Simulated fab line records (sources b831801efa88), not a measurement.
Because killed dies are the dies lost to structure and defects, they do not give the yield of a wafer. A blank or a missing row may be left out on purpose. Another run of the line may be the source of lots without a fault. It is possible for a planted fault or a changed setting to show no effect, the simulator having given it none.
Lot-split experiment || flow sky130 || 23 wafers read across 5 lots, on a route 708 steps long

## SPLIT DETAILS
At SKY_SONOS_ONO_COAT_08 (resist thk 1140 nm), the setting resistThkNm was moved away from the recipe's 1140 nm on 7 of the 23 wafers read, by -5.4% to +4.4%. For the rest of the wafers, this setting stayed at what the recipe calls for.

The reading is taken at the split's own step.

## THE READING
NOVOLAK_of_SONOS_ONO_COAT_08.thkNm (the simulator's own value, which no gauge read), in nm, at SKY_SONOS_ONO_COAT_08 (resist thk 1140 nm). There is no usual value for it anywhere in the file. Across the 16 wafers here that went through the recipe, the average is 1139 nm and the standard deviation 3.1 nm.

{"wafer": "L074.1", "tool, chamber at the split": "lithoTrack-03, 0", "resistThkNm as run, nm": 1140, "against the recipe": "recipe", "NOVOLAK_of_SONOS_ONO_COAT_08.thkNm, nm": 1136, "against lot-mates on the recipe": "-"}
{"wafer": "L074.2", "tool, chamber at the split": "lithoTrack-03, 0", "resistThkNm as run, nm": 1140, "against the recipe": "recipe", "NOVOLAK_of_SONOS_ONO_COAT_08.thkNm, nm": 1137, "against lot-mates on the recipe": "-"}
{"wafer": "L074.4", "tool, chamber at the split": "lithoTrack-03, 0", "resistThkNm as run, nm": 1140, "against the recipe": "recipe", "NOVOLAK_of_SONOS_ONO_COAT_08.thkNm, nm": 1132, "against lot-mates on the recipe": "-"}
{"wafer": "L074.5", "tool, chamber at the split": "lithoTrack-03, 0", "resistThkNm as run, nm": 1140, "against the recipe": "recipe", "NOVOLAK_of_SONOS_ONO_COAT_08.thkNm, nm": 1138, "against lot-mates on the recipe": "-"}
{"wafer": "L074.6", "tool, chamber at the split": "lithoTrack-03, 0", "resistThkNm as run, nm": 1140, "against the recipe": "recipe", "NOVOLAK_of_SONOS_ONO_COAT_08.thkNm, nm": 1140, "against lot-mates on the recipe": "-"}
{"wafer": "L078.1", "tool, chamber at the split": "lithoTrack-02, 0", "resistThkNm as run, nm": 1190, "against the recipe": "+4.4%", "NOVOLAK_of_SONOS_ONO_COAT_08.thkNm, nm": 1192, "against lot-mates on the recipe": "+53"}
{"wafer": "L078.2", "tool, chamber at the split": "lithoTrack-02, 0", "resistThkNm as run, nm": 1190, "against the recipe": "+4.4%", "NOVOLAK_of_SONOS_ONO_COAT_08.thkNm, nm": 1192, "against lot-mates on the recipe": "+53"}
{"wafer": "L078.3", "tool, chamber at the split": "lithoTrack-02, 0", "resistThkNm as run, nm": 1140, "against the recipe": "recipe", "NOVOLAK_of_SONOS_ONO_COAT_08.thkNm, nm": 1139, "against lot-mates on the recipe": "-"}
{"wafer": "L078.6", "tool, chamber at the split": "lithoTrack-02, 0", "resistThkNm as run, nm": 1140, "against the recipe": "recipe", "NOVOLAK_of_SONOS_ONO_COAT_08.thkNm, nm": 1139, "against lot-mates on the recipe": "-"}
{"wafer": "L078.5", "tool, chamber at the split": "lithoTrack-02, 0", "resistThkNm as run, nm": 1140, "against the recipe": "recipe", "NOVOLAK_of_SONOS_ONO_COAT_08.thkNm, nm": 1140, "against lot-mates on the recipe": "-"}
{"wafer": "L079.1", "tool, chamber at the split": "lithoTrack-03, 0", "resistThkNm as run, nm": 1140, "against the recipe": "recipe", "NOVOLAK_of_SONOS_ONO_COAT_08.thkNm, nm": 1141, "against lot-mates on the recipe": "-"}
{"wafer": "L079.5", "tool, chamber at the split": "lithoTrack-03, 0", "resistThkNm as run, nm": 1140, "against the recipe": "recipe", "NOVOLAK_of_SONOS_ONO_COAT_08.thkNm, nm": 1141, "against lot-mates on the recipe": "-"}
{"wafer": "L079.4", "tool, chamber at the split": "lithoTrack-03, 0", "resistThkNm as run, nm": 1140, "against the recipe": "recipe", "NOVOLAK_of_SONOS_ONO_COAT_08.thkNm, nm": 1138, "against lot-mates on the recipe": "-"}
{"wafer": "L080.1", "tool, chamber at the split": "lithoTrack-04, 0", "resistThkNm as run, nm": 1078, "against the recipe": "-5.4%", "NOVOLAK_of_SONOS_ONO_COAT_08.thkNm, nm": 1080, "against lot-mates on the recipe": -64}
{"wafer": "L080.2", "tool, chamber at the split": "lithoTrack-04, 0", "resistThkNm as run, nm": 1078, "against the recipe": "-5.4%", "NOVOLAK_of_SONOS_ONO_COAT_08.thkNm, nm": 1081, "against lot-mates on the recipe": -63}
{"wafer": "L080.4", "tool, chamber at the split": "lithoTrack-04, 0", "resistThkNm as run, nm": 1140, "against the recipe": "recipe", "NOVOLAK_of_SONOS_ONO_COAT_08.thkNm, nm": 1146, "against lot-mates on the recipe": "-"}
{"wafer": "L080.5", "tool, chamber at the split": "lithoTrack-04, 0", "resistThkNm as run, nm": 1140, "against the recipe": "recipe", "NOVOLAK_of_SONOS_ONO_COAT_08.thkNm, nm": 1141, "against lot-mates on the recipe": "-"}
{"wafer": "L080.6", "tool, chamber at the split": "lithoTrack-04, 0", "resistThkNm as run, nm": 1140, "against the recipe": "recipe", "NOVOLAK_of_SONOS_ONO_COAT_08.thkNm, nm": 1144, "against lot-mates on the recipe": "-"}
{"wafer": "L082.2", "tool, chamber at the split": "lithoTrack-04, 0", "resistThkNm as run, nm": 1179, "against the recipe": "+3.4%", "NOVOLAK_of_SONOS_ONO_COAT_08.thkNm, nm": 1180, "against lot-mates on the recipe": "+42"}
{"wafer": "L082.4", "tool, chamber at the split": "lithoTrack-04, 0", "resistThkNm as run, nm": 1179, "against the recipe": "+3.4%", "NOVOLAK_of_SONOS_ONO_COAT_08.thkNm, nm": 1180, "against lot-mates on the recipe": "+42"}
{"wafer": "L082.3", "tool, chamber at the split": "lithoTrack-04, 0", "resistThkNm as run, nm": 1140, "against the recipe": "recipe", "NOVOLAK_of_SONOS_ONO_COAT_08.thkNm, nm": 1138, "against lot-mates on the recipe": "-"}
{"wafer": "L082.5", "tool, chamber at the split": "lithoTrack-04, 0", "resistThkNm as run, nm": 1179, "against the recipe": "+3.4%", "NOVOLAK_of_SONOS_ONO_COAT_08.thkNm, nm": 1177, "against lot-mates on the recipe": "+38"}
{"wafer": "L082.6", "tool, chamber at the split": "lithoTrack-04, 0", "resistThkNm as run, nm": 1140, "against the recipe": "recipe", "NOVOLAK_of_SONOS_ONO_COAT_08.thkNm, nm": 1139, "against lot-mates on the recipe": "-"}

FIT RESULTS
A straight line over all 23 wafers: NOVOLAK_of_SONOS_ONO_COAT_08.thkNm changes by +11.3 nm for each +1% of resistThkNm; r = +0.99; the points scatter about the line by 3 nm.
The same after taking each lot's own level away (the mean of its wafers on the recipe; 23 wafers): +11.8 nm for each +1%; r = +1.00; scatter 1.8 nm.
According to that fit, moving resistThkNm by its largest amount changes the reading by 64 nm.
The span of the lots' own levels, 1136.6 to 1143.7 nm, comes to 2.3 times the standard deviation stated above.
Consequently the slope shifts little with the lot-to-lot level, the two slopes agreeing.
Check: with one of the wafers moved furthest among these (-5.4%) left out of the fit, the line predicts -63.9 nm for it against its lot-mates. Against them it came out at -63.7 nm.

## THE OTHER SPLITS THESE WAFERS WENT THROUGH
These wafers also went through other splits before the reading. Each is held against what the fit with the lots' levels taken away leaves over:
{"other split on the same wafers": "SKY_VT_ADJUST_PCH_STRIP_09 powerW", "wafers away from the commonest value": 8, "r with NOVOLAK_of_SONOS_ONO_COAT_08.thkNm (lot level and that fit taken away)": "+0.03"}
{"other split on the same wafers": "SKY_SONOS_TUNNEL_SOFTBAKE_03 tempC", "wafers away from the commonest value": 5, "r with NOVOLAK_of_SONOS_ONO_COAT_08.thkNm (lot level and that fit taken away)": -0.01}
{"other split on the same wafers": "SKY_SONOS_ONO_OXIDATION_00 oxTimeS", "wafers away from the commonest value": 15, "r with NOVOLAK_of_SONOS_ONO_COAT_08.thkNm (lot level and that fit taken away)": "+0.05"}

## THE WHOLE CHAIN: every reading that the file lists as answering this split, in the file's order
{"step": "SKY_SONOS_ONO_COAT_08", "what it does": "resist thk 1140 nm", "reading": "NOVOLAK_of_SONOS_ONO_COAT_08.thkNm (the simulator's own value, which no gauge read)", "change (the file's fit)": "+11.8 nm for each +1% of the setting", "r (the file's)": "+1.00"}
{"step": "SKY_SONOS_ONO_STRIP_17", "what it does": "strips in O2/N2", "reading": "stripTimeToEndpointS", "change (the file's fit)": "withheld for each +1% of the setting", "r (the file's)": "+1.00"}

## THE FILE'S OWN FIT
NOVOLAK_of_SONOS_ONO_COAT_08.thkNm changes by +11.8 nm for each +1% of resistThkNm, r = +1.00.
